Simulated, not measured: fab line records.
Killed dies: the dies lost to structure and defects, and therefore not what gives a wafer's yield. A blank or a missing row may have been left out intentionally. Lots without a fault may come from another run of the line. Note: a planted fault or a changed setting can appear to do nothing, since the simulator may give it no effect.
Which tool was responsible? -- flow gf180mcu -- 24 lots, 72 wafers sampled, at 2 steps of a route of 602

== WHAT EACH GAUGE READ, for each wafer ==
GF_STI_THK_MEAS_04.
lot,measured,on,STI_CVD_03_THK (nm)
L074,day 1 14:43,film_metro-04,205.6 203.9 202.9
L075,day 1 18:34,film_metro-02,207.9 209.0 208.3
L076,day 1 23:35,film_metro-04,206.4 206.4 207.5
L077,day 2 05:49,film_metro-04,202.9 202.5 204.8
L078,day 2 12:22,film_metro-04,203.9 203.4 206.6
L079,day 2 16:00,film_metro-04,208.3 205.8 207.1
L080,day 2 20:02,film_metro-04,207.5 207.5 207.5
L081,day 3 01:58,film_metro-04,205.3 207.4 203.5
L082,day 3 05:34,film_metro-04,207.7 205.3 206.5
L083,day 3 10:59,film_metro-02,205.7 206.0 206.0
L084,day 3 16:53,film_metro-01,207.6 206.1 205.6
L085,day 3 20:35,film_metro-02,211.1 209.1 209.2
L086,day 4 02:29,film_metro-01,209.3 210.2 210.2
L087,day 4 06:35,film_metro-01,207.7 206.1 208.0
L088,day 4 11:35,film_metro-04,206.6 205.8 206.7
L089,day 4 16:52,film_metro-01,208.1 207.5 206.6
L090,day 4 21:34,film_metro-02,208.2 208.8 208.7
L091,day 5 02:35,film_metro-02,212.9 210.5 209.0
L092,day 5 08:00,film_metro-04,205.4 205.3 206.3
L093,day 5 14:11,film_metro-02,207.5 209.1 209.3
L094,day 5 20:23,film_metro-04,209.2 210.2 209.8
L095,day 6 00:21,film_metro-02,205.9 207.7 205.7
L096,day 6 04:57,film_metro-04,210.2 212.9 213.0
L097,day 6 10:04,film_metro-01,207.9 208.7 208.1

GF_HV_LDD_OVL_MEAS_20.
lot,measured,on,HV_LDD_01_OVL (nm)
L074,day 10 22:41,overlay-01,0.4 0.2 1.2
L075,day 11 02:52,overlay-02,-1.0 -1.1 -2.4
L076,day 11 12:34,overlay-01,1.6 -2.6 -2.4
L077,day 11 16:16,overlay-01,2.0 0.6 -0.3
L078,day 12 00:02,overlay-02,0.1 -0.3 0.7
L079,day 12 08:17,overlay-01,0.7 2.2 0.7
L080,day 12 14:41,overlay-01,0.6 0.7 1.1
L081,day 13 01:20,overlay-02,0.5 0.5 -1.5
L082,day 13 12:02,overlay-02,0.3 1.6 1.6
L083,day 13 18:11,overlay-02,-0.4 0.5 1.4
L084,day 13 20:48,overlay-02,1.5 1.1 0.5
L085,day 14 07:04,overlay-01,-0.5 0.3 0.8
L086,day 14 16:28,overlay-01,-1.0 0.4 -0.7
L087,day 14 17:41,overlay-02,0.1 1.1 0.6
L088,day 15 08:35,overlay-01,3.5 0.8 2.8
L089,day 15 14:41,overlay-02,-1.5 0.6 1.5
L090,day 16 03:38,overlay-01,-0.5 -0.6 0.5
L091,day 16 03:47,overlay-02,3.0 2.2 1.1
L092,day 16 11:38,overlay-02,-1.7 1.0 0.1
L093,day 16 16:49,overlay-02,0.6 1.3 0.1
L094,day 17 03:59,overlay-01,0.3 0.1 0.6
L095,day 17 09:37,overlay-02,-0.3 -1.6 -0.6
L096,day 17 18:20,overlay-02,0.7 2.2 3.0
L097,day 17 23:59,overlay-01,1.4 1.9 0.8

== EACH LOT AND THE TOOL THAT RAN IT (in order: tool; ch and the chambers of the sampled wafers; start) ==
The record holds no process step before these readings.

== AS READ BY THE TOOLS THEMSELVES (means over the sampled wafers that have a number; for cases with no such wafer, the mark the record gives instead) ==
The record holds no such reading with a usual standard deviation.

== THE ANSWER, worked out from the rows above alone ==
Rule: the lots themselves supply what counts as usual. The widest of any qualifying gaps counts: lots, ordered by their means at a reading, are off when they make up no more than a third of the lots, leave a main group of 4 or more, and stand apart from it by 3 or more times the standard deviation of that group's means. The tables above print the reading to a certain number of digits; a main group whose means all agree to those digits is not used. Also off: a lot with no number at a reading for which 4 or more lots have one. Where the step has rows for the other lots, those lots are counted as sound. The gauges are gone through in route order, then the tools' own readings, and for those a lot's mean is taken as printed above. The first step at which some lot is off is used, and at that step the reading that is off furthest; a lot without a number counts as furthest.
No lot is off at any reading shown: from this, nothing can be told.

== WHAT HAD BEEN PUT IN BY THE SIMULATOR ==
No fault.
